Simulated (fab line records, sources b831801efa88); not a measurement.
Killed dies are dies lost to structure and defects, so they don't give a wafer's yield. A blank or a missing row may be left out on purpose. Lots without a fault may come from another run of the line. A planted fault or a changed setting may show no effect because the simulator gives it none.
fab line records | flow sky130
record lots=12 wafers=36 last_day=50
route steps=708 shown POLY_GATE@228 LDD_N@244 PAD_OPEN@708
lots that met no fault: from a run of the same line without faults
start_h: hours from the record's first day to the start of the lot's first wafer shown | wait_h: hours since the lot's step before | " the same as in the row above | L1.1+2: a row that stands for several wafers | - no value, or no start given | * or withheld: withheld | < > ~ a bound
route shown NAME@n: a module of which the file shows steps, and the number in the route of the first | usual: mean/standard deviation of fault-free wafers | same: alike in all rows | chamber/n: place in a boat | sites: the reading at each site | _std_site: their standard deviation | _edge_site: outer sites' mean less inner sites' | radius_mm: how far each site lies from the wafer's centre | mask NAME#n: copy n | behind: the tool/chamber that last shaped the wafer | hold: why the lot was held/for how many hours/how that ended | device: the transistor (n, p or np) that didn't switch | end of line: the same wafers' tests at the end of the route | a step without rows: its recipe alone | killed: dies lost to structure and defects at the first sort, not the wafer's yield | map: a wafer's dies, x killed, . not, _ none there
set.NAME: the setting as run; set.NAME@STEP: as run at that earlier step | model.NAME: the simulator's own value behind a step, which no gauge read
steps of the route over a sample of lots; a table a step, a row a wafer
services: from which hour (start_h, from the record's first day; less than 0 if before it) a tool's chamber was out of use, for how many hours, and why
## steps
# step SKY_POLY_GATE_OVL_MEAS_14
# usual POLY_GATE_OVL=4/6.4
# columns lot.wafer tool chamber start_h wait_h POLY_GATE_OVL[nm]
L260.1 overlay-01 - 372.69 0.1 11
L260.3 " - " " 7
L260.5 " - " " 9
L263.4 overlay-02 - 390.71 0.1 6
L263.5 " - " " 4
L263.6 " - " " 10
L264.2 overlay-02 - 400.40 0.1 4
L264.3 " - " " 4
L264.6 " - " " 3
L269.1 overlay-02 - 454.34 0.1 -1
L269.2 " - " " 3
L269.3 " - " " -1
L271.3 overlay-01 - 465.85 0.1 -5
L271.5 " - " " -7
L271.6 " - " " 1
L272.2 overlay-01 - 476.55 0.1 6
L272.5 " - " " 1
L272.6 " - " " 7
L275.1 overlay-01 - 496.83 0.1 7
L275.3 " - " " 8
L275.5 " - " " 3
L277.3 overlay-01 - 517.80 0.1 1
L277.4 " - " " 9
L277.6 " - " " 9
L278.1 overlay-02 - 533.98 0.1 5
L278.2 " - " " 9
L278.4 " - " " 6
L279.2 overlay-02 - 536.05 0.1 0
L279.3 " - " " 3
L279.4 " - " " 6
L281.1 overlay-01 - 548.89 0.1 3
L281.2 " - " " 13
L281.6 " - " " 17
L282.2 overlay-02 - 558.00 0.1 6
L282.5 " - " " -8
L282.6 " - " " 3
# step SKY_POLY_GATE_ETCH_16
# recipe stop_on=poly-Si chemistry=CH3F/O2 target=Si3N4 source_w=400 bias_w=80 pressure_mtorr=25 ch3f_flow_sccm=40 O2_flow_sccm=30 time_s=147.5 target_depth_a=750
# usual drypump_motor_current_A=5.5/0.35 oes_product_au=0.639/0.0045 throttle_valve_pct=10.536/0.0096
# columns lot.wafer tool chamber start_h wait_h drypump_motor_current_A oes_product_au rf_hours_counter_h throttle_valve_pct
L260.1 rie_diel-01 2 372.85 0.1 4.9 0.648 11 10.536
L260.3 " 3 " " 5.7 0.649 - 10.545
L260.5 " 2 " " 4.9 0.644 - 10.538
L263.4 rie_diel-01 2 390.90 0.1 4.9 0.639 - 10.545
L263.5 " 3 " " 5.7 0.643 - 10.515
L263.6 " 2 " " 4.9 0.629 - 10.543
L264.2 rie_diel-04 0 400.51 0.0 5.8 0.646 3 10.535
L264.3 " 2 " " 5.7 0.633 6 10.547
L264.6 " 0 " " 5.8 0.632 - 10.527
L269.1 rie_diel-04 0 454.45 0.0 5.8 0.630 4 10.534
L269.2 " 1 " " 6.1 0.635 57 10.537
L269.3 " 3 " " 5.2 0.641 8 10.539
L271.3 rie_diel-01 2 465.96 0.0 4.9 0.630 14 10.526
L271.5 " 1 " " 5.5 0.644 - 10.524
L271.6 " 0 " " 5.4 0.638 - 10.531
L272.2 rie_diel-04 2 476.66 0.0 5.7 0.634 8 10.532
L272.5 " 0 " " 5.8 0.645 - 10.526
L272.6 " 3 " " 5.1 0.643 - 10.538
L275.1 rie_diel-04 0 496.95 0.0 5.8 0.641 5 10.545
L275.3 " 1 " " 6.1 0.650 58 10.544
L275.5 " 0 " " 5.8 0.638 - 10.528
L277.3 rie_diel-01 2 517.91 0.0 4.9 0.640 15 10.530
L277.4 " 3 " " 5.7 0.642 11 10.542
L277.6 " 0 " " 5.4 0.640 - 10.531
L278.1 rie_diel-01 2 534.10 0.0 4.9 0.642 15 10.546
L278.2 " 1 " " 5.5 0.632 7 10.516
L278.4 " 0 " " 5.4 0.635 5 10.551
L279.2 rie_diel-04 1 536.16 0.0 6.1 0.641 59 10.546
L279.3 " 3 " " 5.2 0.647 10 10.532
L279.4 " 2 " " 5.7 0.644 9 10.533
L281.1 rie_diel-03 0 549.01 0.0 6.0 0.635 2 10.535
L281.2 " 2 " " 5.2 0.649 16 10.530
L281.6 " 1 " " 5.8 0.638 - 10.567
L282.2 rie_diel-04 2 558.11 0.0 5.7 0.642 9 10.531
L282.5 " 2 " " 5.7 0.638 - 10.542
L282.6 " 1 " " 6.1 0.643 - 10.528
# step SKY_LDD_N_OVL_MEAS_07
# usual LDD_N_OVL=1.1/1.5
# columns lot.wafer tool chamber start_h wait_h LDD_N_OVL[nm]
L260.1 overlay-01 - 404.37 0.1 2.2
L260.3 " - " " 1.3
L260.5 " - " " 1.1
L263.4 overlay-02 - 425.69 0.1 0.1
L263.5 " - " " 3.3
L263.6 " - " " 1.8
L264.2 overlay-01 - 433.18 0.1 0.9
L264.3 " - " " 2.5
L264.6 " - " " 1.7
L269.1 overlay-02 - 486.51 0.1 4.5
L269.2 " - " " 4.0
L269.3 " - " " 4.2
L271.3 overlay-02 - 498.43 0.1 2.0
L271.5 " - " " 1.1
L271.6 " - " " 1.6
L272.2 overlay-01 - 509.58 0.1 1.4
L272.5 " - " " 3.3
L272.6 " - " " 1.4
L275.1 overlay-02 - 529.16 0.1 2.9
L275.3 " - " " 2.9
L275.5 " - " " 2.5
L277.3 overlay-01 - 549.68 0.1 -0.1
L277.4 " - " " 0.3
L277.6 " - " " -0.9
L278.1 overlay-02 - 565.87 0.1 0.5
L278.2 " - " " 1.0
L278.4 " - " " 1.5
L279.2 overlay-01 - 568.22 0.1 0.2
L279.3 " - " " 0.6
L279.4 " - " " 0.2
L281.1 overlay-01 - 580.07 0.1 -0.3
L281.2 " - " " 1.1
L281.6 " - " " 0.5
L282.2 overlay-01 - 589.22 0.1 1.9
L282.5 " - " " 2.7
L282.6 " - " " 2.0
# step SKY_LDD_N_IMPLANT_09
# recipe species=As energy_kev=20 dose_cm2=7.5e+13 tilt_deg=withheld rotation_deg=113
# columns lot.wafer tool chamber start_h wait_h
L260.1+3+5 implanter-01 0 404.55 0.1
L263.4+5+6 implanter-02 0 425.93 0.1
L264.2+3+6 implanter-01 0 433.38 0.1
L269.1+2+3 implanter-03 0 486.70 0.1
L271.3+5+6 implanter-02 0 498.66 0.1
L271.3+5+6 implanter-02 0 498.97 0.3
L272.2+5+6 implanter-01 0 509.78 0.1
L275.1+3+5 implanter-02 0 529.35 0.1
L275.1+3+5 implanter-02 0 529.67 0.3
L277.3+4+6 implanter-01 0 550.20 0.1
L278.1+2+4 implanter-03 0 566.05 0.1
L279.2+3+4 implanter-01 0 568.43 0.1
L281.1+2+6 implanter-03 0 580.31 0.1
L282.2+5+6 implanter-03 0 589.43 0.1
# step SKY_LDD_N_STRIP_16
# recipe chemistry=O2/N2 power_w=1400 pressure_mtorr=1500 platen_temp_c=withheld o2_flow_sccm=3000 n2_flow_sccm=300 overash_fraction=0.5
# usual drypump_motor_current_A=6.0/0.42 o2_flow_sccm=2999/7.7 oes_product_au=0.407/0.0044 strip_time_to_endpoint_s=4.318/0.015
# columns lot.wafer tool chamber start_h wait_h drypump_motor_current_A o2_flow_sccm oes_product_au rf_hours_counter_h strip_time_to_endpoint_s
L260.1 plasma_asher-02 1 405.60 0.1 6.0 2996 0.410 55 4.342
L260.3 " 0 " " 6.2 3000 0.408 - 4.319
L260.5 " 1 " " 6.0 3011 0.400 - 4.342
L263.4 plasma_asher-04 0 426.94 0.1 5.5 3006 0.416 - 4.330
L263.5 " 1 " " 5.4 2988 0.405 - 4.306
L263.6 " 0 " " 5.5 2990 0.408 - 4.323
L264.2 plasma_asher-02 1 434.41 0.1 6.0 3002 0.403 58 4.354
L264.3 " 1 " " 6.0 3009 0.407 - 4.341
L264.6 " 1 " " 6.0 3013 0.406 - 4.318
L269.1 plasma_asher-04 1 487.75 0.1 5.4 3006 0.420 37 4.305
L269.2 " 0 " " 5.5 2988 0.409 37 4.308
L269.3 " 0 " " 5.5 2983 0.406 - 4.300
L271.3 plasma_asher-04 1 500.01 0.1 5.4 2993 0.407 - 4.531
L271.5 " 1 " " 5.4 2992 0.403 - 4.528
L271.6 " 0 " " 5.5 2998 0.408 - 4.529
L272.2 plasma_asher-02 1 510.81 0.1 6.0 2999 0.408 66 4.313
L272.5 " 0 " " 6.2 3006 0.399 - 4.313
L272.6 " 1 " " 6.0 3002 0.412 - 4.308
L275.1 plasma_asher-02 0 530.72 0.1 6.2 3010 0.395 67 4.506
L275.3 " 1 " " 6.0 2992 0.402 - 4.516
L275.5 " 1 " " 6.0 3008 0.406 - 4.485
L277.3 plasma_asher-04 0 551.23 0.1 5.5 2996 0.403 - 4.324
L277.4 " 1 " " 5.4 3010 0.403 - 4.303
L277.6 " 1 " " 5.4 3003 0.411 - 4.305
L278.1 plasma_asher-03 1 567.10 0.1 6.3 3006 0.405 87 4.324
L278.2 " 0 " " 6.6 3006 0.400 87 4.326
L278.4 " 1 " " 6.3 3002 0.405 - 4.299
L279.2 plasma_asher-04 0 569.45 0.1 5.5 3000 0.399 45 4.291
L279.3 " 1 " " 5.4 3000 0.406 - 4.296
L279.4 " 0 " " 5.5 2985 0.411 - 4.323
L281.1 plasma_asher-03 0 581.36 0.1 6.6 2994 0.410 88 4.330
L281.2 " 1 " " 6.3 3003 0.404 88 4.316
L281.6 " 0 " " 6.6 3003 0.409 - 4.307
L282.2 plasma_asher-02 1 590.45 0.1 6.0 2990 0.402 73 4.290
L282.5 " 0 " " 6.2 3008 0.409 - 4.315
L282.6 " 1 " " 6.0 2990 0.400 - 4.303
# step SKY_LDD_N_TW_MEAS_17
# usual LDD_N_TW=2567/24
# columns lot.wafer tool chamber start_h wait_h LDD_N_TW
L260.1 film_metro-03 - 405.70 0.1 2543
L260.3 " - " " 2550
L260.5 " - " " 2540
L263.4 film_metro-02 - 427.04 0.1 2577
L263.5 " - " " 2562
L263.6 " - " " 2583
L264.2 film_metro-01 - 434.52 0.1 2562
L264.3 " - " " 2558
L264.6 " - " " 2564
L269.1 film_metro-01 - 487.85 0.1 2581
L269.2 " - " " 2574
L269.3 " - " " 2573
L271.3 film_metro-03 - 500.09 0.1 2633
L271.5 " - " " 2640
L271.6 " - " " 2630
L272.2 film_metro-02 - 510.92 0.1 2585
L272.5 " - " " 2592
L272.6 " - " " 2580
L275.1 film_metro-02 - 530.82 0.1 2701
L275.3 " - " " 2693
L275.5 " - " " 2695
L275.1 film_metro-02 - 531.05 0.2 2699
L275.3 " - " " 2693
L275.5 " - " " 2692
L277.3 film_metro-01 - 551.32 0.1 2568
L277.4 " - " " 2566
L277.6 " - " " 2578
L278.1 film_metro-03 - 567.20 0.1 2525
L278.2 " - " " 2532
L278.4 " - " " 2517
L279.2 film_metro-03 - 569.56 0.1 2522
L279.3 " - " " 2523
L279.4 " - " " 2541
L281.1 film_metro-01 - 581.46 0.1 2600
L281.2 " - " " 2596
L281.6 " - " " 2597
L282.2 film_metro-01 - 590.56 0.1 2577
L282.5 " - " " 2608
L282.6 " - " " 2589
# step SKY_PAD_OPEN_PROBE_99
# usual killed_at_M0_to_M3=44/7.1 killed_at_M4_up=3/1.6 killed_at_contacts=24/5.4 killed_at_front_end=15/4.7 killed_at_other=0.3/0.51 killed_dies=87/9.9 killed_open=48/7.6 killed_short=39/6.3
# same gross_dies=492 killed_at_back_side=0
# columns lot.wafer tool chamber start_h wait_h killed_at_M0_to_M3 killed_at_M4_up killed_at_contacts killed_at_front_end killed_at_other killed_dies killed_open killed_short
L260.1 prober-02 - 1075.14 0.1 43 0 15 14 0 72 44 28
L260.3 prober-02 - 1075.24 0.2 43 2 28 14 0 87 48 39
L260.5 prober-02 - 1075.34 0.2 48 3 34 23 1 109 63 46
L263.4 prober-02 - 1090.88 0.2 40 4 26 20 0 90 45 45
L263.5 prober-02 - 1090.93 0.2 51 4 27 15 0 97 53 44
L263.6 prober-02 - 1090.98 0.2 55 1 29 10 0 95 56 39
L264.2 prober-02 - 1093.59 0.1 51 1 30 10 0 92 50 42
L264.3 prober-02 - 1093.64 0.2 40 2 33 17 0 92 44 48
L264.6 prober-02 - 1093.79 0.2 54 5 26 14 1 100 56 44
L269.1 prober-01 - 1134.20 0.1 47 2 28 8 1 86 47 39
L269.2 prober-01 - 1134.25 0.1 54 5 21 11 0 91 52 39
L269.3 prober-01 - 1134.30 0.2 51 4 28 15 0 98 55 43
L271.3 prober-02 - 1138.09 0.2 42 3 24 25 0 94 61 33
L271.5 prober-02 - 1138.19 0.2 50 2 24 9 0 85 57 28
L271.6 prober-02 - 1138.24 0.2 42 5 21 18 0 86 45 41
L272.2 prober-01 - 1143.77 0.1 46 3 35 16 0 100 64 36
L272.5 prober-01 - 1143.92 0.2 42 3 20 17 0 82 46 36
L272.6 prober-01 - 1143.97 0.2 41 3 23 16 0 83 48 35
L275.1 prober-02 - 1158.03 0.1 38 3 14 12 0 67 37 30
L275.3 prober-02 - 1158.13 0.2 37 2 24 12 0 75 33 42
L275.5 prober-02 - 1158.23 0.2 53 0 21 19 1 94 45 49
L277.3 prober-02 - 1165.30 0.2 52 2 30 20 0 104 61 43
L277.4 prober-02 - 1165.35 0.2 42 2 18 10 0 72 40 32
L277.6 prober-02 - 1165.45 0.2 35 5 19 7 0 66 37 29
L278.1 prober-01 - 1175.54 0.1 42 2 21 12 0 77 38 39
L278.2 prober-01 - 1175.59 0.1 39 1 27 11 0 78 38 40
L278.4 prober-01 - 1175.69 0.2 37 2 34 12 0 85 48 37
L279.2 prober-02 - 1179.51 0.1 43 4 14 16 0 77 45 32
L279.3 prober-02 - 1179.56 0.2 39 5 18 10 0 72 37 35
L279.4 prober-02 - 1179.61 0.2 39 2 29 14 1 85 48 37
L281.1 prober-02 - 1188.64 0.1 61 2 23 12 0 98 53 45
L281.2 prober-02 - 1188.69 0.1 48 5 17 17 0 87 48 39
L281.6 prober-02 - 1188.89 0.2 37 1 27 19 1 85 46 39
L282.2 prober-01 - 1191.54 0.1 43 4 22 12 2 83 43 40
L282.5 prober-01 - 1191.69 0.2 31 10 22 11 0 74 41 33
L282.6 prober-01 - 1191.74 0.2 37 1 25 7 1 71 43 28
# killed by level:class
L260.1 VIA1:geometric_particle:open=12 VIA3:geometric_particle:open=7 CONTACT:geometric_particle:open=6 POLY_GATE:geometric_particle:open=5 METAL1:geometric_particle:short=5 VIA2:geometric_particle:open=5 LI_CONTACT:geometric_particle:open=4 METAL3:geometric_particle:short=4
L260.3 CONTACT:geometric_particle:open=11 VIA1:geometric_particle:open=10 VIA3:geometric_particle:open=8 VIA2:geometric_particle:open=6 LI_CONTACT:geometric_particle:open=6 FIELD_ISO:geometric_particle:short=5 CONTACT:geometric_particle:short=5 VIA1:geometric_particle:short=4
L260.5 CONTACT:geometric_particle:open=13 VIA1:geometric_particle:open=13 LI_CONTACT:geometric_particle:open=10 VIA3:geometric_particle:open=9 POLY_GATE:geometric_particle:short=7 LOCAL_INTERCONNECT:geometric_particle:short=6 METAL2:geometric_particle:short=6 POLY_GATE:geometric_particle:open=5
L263.4 VIA1:geometric_particle:open=11 LI_CONTACT:geometric_particle:open=8 METAL2:geometric_particle:short=8 CONTACT:geometric_particle:open=7 VIA1:geometric_particle:short=6 CONTACT:geometric_particle:short=6 FIELD_ISO:geometric_particle:open=5 FIELD_ISO:geometric_particle:short=5
L263.5 CONTACT:geometric_particle:open=10 VIA3:geometric_particle:open=10 VIA1:geometric_particle:short=9 VIA1:geometric_particle:open=8 LI_CONTACT:geometric_particle:open=7 VIA2:geometric_particle:open=6 POLY_GATE:geometric_particle:short=5 FIELD_ISO:geometric_particle:short=4
L263.6 VIA1:geometric_particle:open=16 CONTACT:geometric_particle:open=10 VIA1:geometric_particle:short=9 LI_CONTACT:geometric_particle:open=9 METAL2:geometric_particle:short=6 VIA2:geometric_particle:open=6 VIA3:geometric_particle:open=6 VIA3:geometric_particle:short=5
L264.2 CONTACT:geometric_particle:open=9 VIA1:geometric_particle:open=9 VIA1:geometric_particle:short=8 LOCAL_INTERCONNECT:geometric_particle:short=8 VIA3:geometric_particle:open=7 VIA2:geometric_particle:open=7 LI_CONTACT:geometric_particle:open=5 CONTACT:geometric_particle:short=4
L264.3 LI_CONTACT:geometric_particle:open=11 METAL1:geometric_particle:short=9 VIA1:geometric_particle:open=8 CONTACT:geometric_particle:open=7 LOCAL_INTERCONNECT:geometric_particle:short=6 METAL2:geometric_particle:short=6 VIA3:geometric_particle:open=5 LI_CONTACT:geometric_particle:short=5
L264.6 VIA2:geometric_particle:open=11 VIA1:geometric_particle:open=11 CONTACT:geometric_particle:open=9 VIA1:geometric_particle:short=7 CONTACT:geometric_particle:short=7 VIA3:geometric_particle:open=7 METAL2:geometric_particle:short=5 POLY_GATE:geometric_particle:short=4
L269.1 VIA1:geometric_particle:open=13 METAL1:geometric_particle:short=8 LI_CONTACT:geometric_particle:open=8 CONTACT:geometric_particle:open=6 METAL2:geometric_particle:short=5 LOCAL_INTERCONNECT:geometric_particle:short=5 CONTACT:geometric_particle:short=5 VIA3:geometric_particle:open=5
L269.2 VIA1:geometric_particle:open=19 VIA2:geometric_particle:open=9 CONTACT:geometric_particle:open=7 VIA1:geometric_particle:short=6 METAL2:geometric_particle:short=6 LI_CONTACT:geometric_particle:short=5 LI_CONTACT:geometric_particle:open=5 METAL4:geometric_particle:short=4
L269.3 VIA1:geometric_particle:open=15 CONTACT:geometric_particle:open=11 VIA1:geometric_particle:short=7 VIA2:geometric_particle:open=7 CONTACT:geometric_particle:short=6 LOCAL_INTERCONNECT:geometric_particle:short=5 VIA3:geometric_particle:open=5 FIELD_ISO:geometric_particle:short=4
L271.3 VIA1:geometric_particle:open=12 LI_CONTACT:geometric_particle:open=10 CONTACT:geometric_particle:open=7 VIA3:geometric_particle:open=7 FIELD_ISO:geometric_particle:open=5 FIELD_ISO:geometric_particle:short=5 METAL1:geometric_particle:short=5 VIA2:geometric_particle:open=4
L271.5 VIA1:geometric_particle:open=20 CONTACT:geometric_particle:open=13 METAL1:geometric_particle:short=6 METAL2:geometric_particle:short=6 VIA3:geometric_particle:open=5 LI_CONTACT:geometric_particle:open=4 VIA2:geometric_particle:open=4 VIA3:geometric_particle:short=4
L271.6 VIA1:geometric_particle:open=9 VIA3:geometric_particle:open=8 CONTACT:geometric_particle:open=7 CONTACT:geometric_particle:short=6 VIA1:geometric_particle:short=6 METAL2:geometric_particle:short=5 SPACER:geometric_particle:short=4 LI_CONTACT:geometric_particle:open=4
L272.2 VIA1:geometric_particle:open=17 CONTACT:geometric_particle:open=13 LI_CONTACT:geometric_particle:open=10 POLY_GATE:geometric_particle:short=7 VIA3:geometric_particle:open=7 POLY_GATE:geometric_particle:open=5 LI_CONTACT:geometric_particle:short=4 VIA2:geometric_particle:open=4
L272.5 VIA1:geometric_particle:open=13 VIA1:geometric_particle:short=8 FIELD_ISO:geometric_particle:short=5 FIELD_ISO:geometric_particle:open=5 LI_CONTACT:geometric_particle:open=5 CONTACT:geometric_particle:open=5 METAL2:geometric_particle:short=5 VIA3:geometric_particle:open=4
L272.6 VIA1:geometric_particle:open=16 CONTACT:geometric_particle:open=7 POLY_GATE:geometric_particle:short=6 LOCAL_INTERCONNECT:geometric_particle:short=6 VIA2:geometric_particle:open=6 LI_CONTACT:geometric_particle:open=5 FIELD_ISO:geometric_particle:open=4 METAL2:geometric_particle:short=4
L275.1 VIA1:geometric_particle:open=8 VIA2:geometric_particle:open=7 FIELD_ISO:geometric_particle:open=6 METAL1:geometric_particle:short=6 CONTACT:geometric_particle:open=4 METAL2:geometric_particle:short=4 POLY_GATE:geometric_particle:open=3 LI_CONTACT:geometric_particle:open=3
L275.3 VIA1:geometric_particle:short=9 VIA1:geometric_particle:open=8 LI_CONTACT:geometric_particle:open=7 CONTACT:geometric_particle:open=7 METAL2:geometric_particle:short=6 POLY_GATE:geometric_particle:short=4 LI_CONTACT:geometric_particle:short=4 METAL1:geometric_particle:short=4
L275.5 VIA1:geometric_particle:open=13 METAL1:geometric_particle:short=10 LOCAL_INTERCONNECT:geometric_particle:short=8 VIA2:geometric_particle:open=8 POLY_GATE:geometric_particle:open=7 FIELD_ISO:geometric_particle:short=6 VIA1:geometric_particle:short=6 VIA3:geometric_particle:open=6
L277.3 VIA1:geometric_particle:open=14 LI_CONTACT:geometric_particle:open=12 VIA3:geometric_particle:open=8 CONTACT:geometric_particle:open=6 POLY_GATE:geometric_particle:open=5 CONTACT:geometric_particle:short=5 METAL1:geometric_particle:short=5 VIA1:geometric_particle:short=5
L277.4 VIA1:geometric_particle:open=12 CONTACT:geometric_particle:open=7 VIA3:geometric_particle:open=7 LI_CONTACT:geometric_particle:open=6 METAL2:geometric_particle:short=5 METAL1:geometric_particle:short=4 METAL3:geometric_particle:short=4 FIELD_ISO:geometric_particle:open=3
L277.6 VIA1:geometric_particle:open=8 CONTACT:geometric_particle:open=7 LI_CONTACT:geometric_particle:open=6 METAL1:geometric_particle:short=5 VIA3:geometric_particle:open=5 VIA1:geometric_particle:short=4 VIA2:geometric_particle:open=4 VIA2:geometric_particle:short=4
L278.1 VIA1:geometric_particle:open=12 CONTACT:geometric_particle:short=8 METAL1:geometric_particle:short=7 CONTACT:geometric_particle:open=6 VIA2:geometric_particle:open=6 FIELD_ISO:geometric_particle:short=4 VIA3:geometric_particle:open=4 METAL2:geometric_particle:short=4
L278.2 VIA1:geometric_particle:open=9 METAL2:geometric_particle:short=8 LI_CONTACT:geometric_particle:open=6 VIA3:geometric_particle:open=6 CONTACT:geometric_particle:open=6 CONTACT:geometric_particle:short=6 VIA2:geometric_particle:open=4 LI_CONTACT:geometric_particle:short=4
L278.4 CONTACT:geometric_particle:open=16 VIA2:geometric_particle:open=8 LI_CONTACT:geometric_particle:open=7 VIA1:geometric_particle:open=7 POLY_GATE:geometric_particle:short=5 VIA1:geometric_particle:short=5 METAL1:geometric_particle:short=5 FIELD_ISO:geometric_particle:short=4
L279.2 VIA1:geometric_particle:open=11 VIA3:geometric_particle:open=9 LI_CONTACT:geometric_particle:open=6 FIELD_ISO:geometric_particle:open=5 POLY_GATE:geometric_particle:short=5 METAL1:geometric_particle:short=5 VIA1:geometric_particle:short=5 FIELD_ISO:geometric_particle:short=4
L279.3 VIA1:geometric_particle:open=11 VIA2:geometric_particle:open=6 CONTACT:geometric_particle:short=6 VIA1:geometric_particle:short=5 LI_CONTACT:geometric_particle:open=4 LOCAL_INTERCONNECT:geometric_particle:short=4 VIA3:geometric_particle:open=4 POLY_GATE:geometric_particle:open=3
L279.4 VIA1:geometric_particle:open=13 CONTACT:geometric_particle:open=8 LOCAL_INTERCONNECT:geometric_particle:short=7 METAL2:geometric_particle:short=7 FIELD_ISO:geometric_particle:open=5 CONTACT:geometric_particle:short=5 POLY_GATE:geometric_particle:short=4 LOCAL_INTERCONNECT:geometric_particle:open=4
L281.1 VIA1:geometric_particle:open=15 METAL2:geometric_particle:short=10 VIA3:geometric_particle:open=10 CONTACT:geometric_particle:short=9 METAL1:geometric_particle:short=7 CONTACT:geometric_particle:open=6 VIA2:geometric_particle:open=6 VIA1:geometric_particle:short=5
L281.2 VIA2:geometric_particle:open=9 VIA1:geometric_particle:open=7 LI_CONTACT:geometric_particle:open=6 POLY_GATE:geometric_particle:open=6 METAL2:geometric_particle:short=6 VIA2:geometric_particle:short=5 POLY_GATE:geometric_particle:short=5 CONTACT:geometric_particle:short=5
L281.6 CONTACT:geometric_particle:open=9 VIA1:geometric_particle:open=9 CONTACT:geometric_particle:short=7 METAL2:geometric_particle:short=7 VIA3:geometric_particle:open=6 FIELD_ISO:geometric_particle:open=5 POLY_GATE:geometric_particle:open=5 LI_CONTACT:geometric_particle:open=5
L282.2 VIA1:geometric_particle:open=16 METAL1:geometric_particle:short=8 CONTACT:geometric_particle:open=6 CONTACT:geometric_particle:short=6 VIA3:geometric_particle:short=4 METAL2:geometric_particle:short=4 FIELD_ISO:geometric_particle:short=3 POLY_CUT:geometric_particle:open=3
L282.5 LI_CONTACT:geometric_particle:open=9 VIA1:geometric_particle:open=9 METAL4:geometric_particle:short=7 CONTACT:geometric_particle:open=4 LOCAL_INTERCONNECT:geometric_particle:short=4 METAL1:geometric_particle:short=4 VIA3:geometric_particle:open=4 POLY_GATE:geometric_particle:short=3
L282.6 CONTACT:geometric_particle:open=11 VIA3:geometric_particle:open=8 VIA2:geometric_particle:open=7 LI_CONTACT:geometric_particle:open=6 METAL1:geometric_particle:short=4 VIA1:geometric_particle:short=4 METAL2:geometric_particle:short=4 POLY_GATE:geometric_particle:short=3
## services
# columns tool chamber start_h hours kind
plasma_asher-04 - 354.86 16.7 repair
implanter-01 - 362.86 2.6 repair
rie_diel-04 2 363.67 9.8 repair
rie_diel-01 1 363.97 47.6 repair
implanter-02 - 368.68 2.8 repair
rie_diel-04 3 375.92 6.3 repair
plasma_asher-04 - 379.28 3.2 repair
implanter-02 - 379.73 6.3 repair
rie_diel-04 1 394.20 1.6 repair
rie_diel-04 3 394.31 8.9 repair
rie_diel-04 2 406.89 4.5 repair
implanter-02 - 408.61 8.8 pm
implanter-01 - 428.01 2.4 repair
plasma_asher-03 - 437.57 1.1 repair
implanter-02 - 441.44 4.3 pm
rie_diel-01 0 489.84 13.4 repair
implanter-03 - 511.64 3.7 pm
implanter-02 - 530.40 149.4 pm
rie_diel-01 1 542.69 1.9 repair
implanter-01 - 563.43 3.1 repair
implanter-03 - 576.57 1.5 repair
implanter-01 - 577.84 4.4 repair
rie_diel-04 2 584.78 21.2 repair
rie_diel-04 0 589.18 3.6 repair
## key
first_sign step=SKY_LDD_N_IMPLANT_09 reading=visit direction=added
effect step=SKY_LDD_N_STRIP_16 reading=strip_time_to_endpoint_s direction=up sigmas=13 usual=* struck=*
effect step=SKY_LDD_N_TW_MEAS_17 reading=visit direction=added
met_at SKY_LDD_N_IMPLANT_09
struck_lots L271,L275
tester_left_out L271,L275
not_acting_at SKY_POLY_GATE_OVL_MEAS_14,SKY_POLY_GATE_ETCH_16,SKY_LDD_N_OVL_MEAS_07
fault kind=repeated_step_whole tool=implanter-01,implanter-02,implanter-03 chamber=- onset_h=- steps=SKY_LDD_N_IMPLANT_09 times=1 scope=struck_lots_only
# tester_left_out: of these lots the tester's yield and bins aren't shown, on N5 and GAA mostly nor the transistor test; their killed dies are dies lost to structure and defects alone, not to doping, threshold or leakage, so they don't give the yield
